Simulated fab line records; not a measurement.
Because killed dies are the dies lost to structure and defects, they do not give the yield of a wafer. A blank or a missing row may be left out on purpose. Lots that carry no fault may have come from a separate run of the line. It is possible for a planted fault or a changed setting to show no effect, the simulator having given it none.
Struck lot and sound lot, side by side -- flow sky130 -- 15 steps out of a route of 708
Sound: these wafers, L145.3, L145.5, L145.6. Struck: wafers L150.1, L150.3, L150.6. At the end, the cause is stated.
Per side, at each step with rows, come the tool, then ch with its chambers, and then its first start. Under that, the readings that differ: sound wafers -- struck wafers -- difference of the means -- sigmas: that difference in standard deviations of wafers without a fault.
alike: readings whose means differ by less than 2 such deviations, and words and numbers that are the same on both sides. not compared: withheld readings, readings that some wafer has no value for, bounds like >300 that may hide the same value, and numbers for which the record gives no deviation and whose values overlap.
The two part at a step that has a row with sigmas, a row that says differs or no value, or rows on one side only. Numbers that have no deviation but don't overlap get no sigmas and don't part them. A reading that every wafer of one side lacks parts them only if that side has two wafers or more.

first, 4 steps without rows for these wafers: SKY_VIA2_STRIP_17 (strips in post etch residue remover, time 1200 s); SKY_VIA2_CLEAN_18 (cleans in IPA, time 180 s); SKY_VIA2_CLEAN_19 (cleans in O3/DIW); SKY_VIA2_SPUTTER_20 (material TiN, target thk 20 nm, time 80 s).
SKY_VIA2_CVD_21: deposits W, target thk 420 nm, time 126.4 s.
  sound on cvd-w-01 ch 0,1, day 39 00:25; struck on cvd-w-02 ch 0,1, day 40 16:52
  alike: heater-power-outer-w, heater-power-w
  not compared: since-wet-clean-h
SKY_VIA2_RS_MEAS_22: measurement is done with a four-point probe.
  sound on film-metro-04 at day 39 00:32; struck on film-metro-02 at day 40 16:59
  alike: VIA2_W_RS
SKY_VIA2_THK_MEAS_23: measures by xrf.
  sound on film-metro-04 at day 39 00:38; struck on film-metro-02 at day 40 17:07
  alike: VIA2_W_THK
then, 1 step without rows for these wafers: SKY_VIA2_CMP_24 (polishes, stops on SiO2, t overpolish 20 s, target thk 0 nm).
SKY_METAL3_SPUTTER_00: material Ti, target thk 15 nm, time 10 s.
  sound on pvd-sputter-03 at day 39 00:59; struck on pvd-sputter-01 at day 40 17:28
  alike: chamber-pressure-pa, throttle-valve-pct
SKY_METAL3_SPUTTER_01: material TiN, target thk 20 nm, time 16.7 s.
  sound on pvd-sputter-03 at day 39 01:00; struck on pvd-sputter-01 at day 40 17:29
  alike: chamber-pressure-pa, throttle-valve-pct
then, 1 step without rows for these wafers: SKY_METAL3_SPUTTER_02 (material AlCu, target thk 735 nm, time 39.1 s).
SKY_METAL3_SPUTTER_03: material Ti, target thk 5 nm, time 3.3 s.
  sound on pvd-sputter-03 at day 39 01:04; struck on pvd-sputter-01 at day 40 17:34
  alike: chamber-pressure-pa, throttle-valve-pct
SKY_METAL3_SPUTTER_04: material TiN, target thk 70 nm, time 58.3 s.
  sound on pvd-sputter-03 at day 39 01:05; struck on pvd-sputter-01 at day 40 17:34
reading,sound,struck,difference,sigmas
chamber-pressure-pa (Pa),0.4008 0.4000 0.4017,0.4374 0.4384 0.4367,+0.0367,+46
  alike: throttle-valve-pct
SKY_CAPM_CVD_00: deposits SiO2, target thk 15.5 nm.
  sound on pecvd-03 ch 0,1,2, day 39 01:08; struck on pecvd-01 ch 1, day 40 17:37
  alike: heater-power-outer-w, heater-power-w
-- the record jumps here: 8 days lie between the struck wafers' starts before and after (it left off in module CAPM and takes up again in module PAD_OPEN, whose first step shown is number 708 of the route) --
SKY_PAD_OPEN_PROBE_99:
  sound on prober-01 at day 47 20:58; struck on prober-02 at day 49 02:28
  alike: defect-limited-yield, killed_at_M0_to_M3, killed_at_M4_up, killed-at-contacts, killed-at-front-end, killed-at-other, killed-dies, killed-open, killed-short, sort_bin_3_pad_short, sort_bin_5_function, sort_bin_6_memory, sort-n-pass, sort-yield-pct

## WHERE THEY PART
Within this record, at SKY_METAL3_SPUTTER_04 only. Later steps at which nothing parts them and some readings are alike: SKY_CAPM_CVD_00, SKY_PAD_OPEN_PROBE_99.

WHY: whatever the simulator had introduced
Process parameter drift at SKY_METAL3_SPUTTER_04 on pvd-sputter-01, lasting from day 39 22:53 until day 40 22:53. A move of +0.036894 in setting chamber-pressure-pa, from 0.4. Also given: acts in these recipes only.
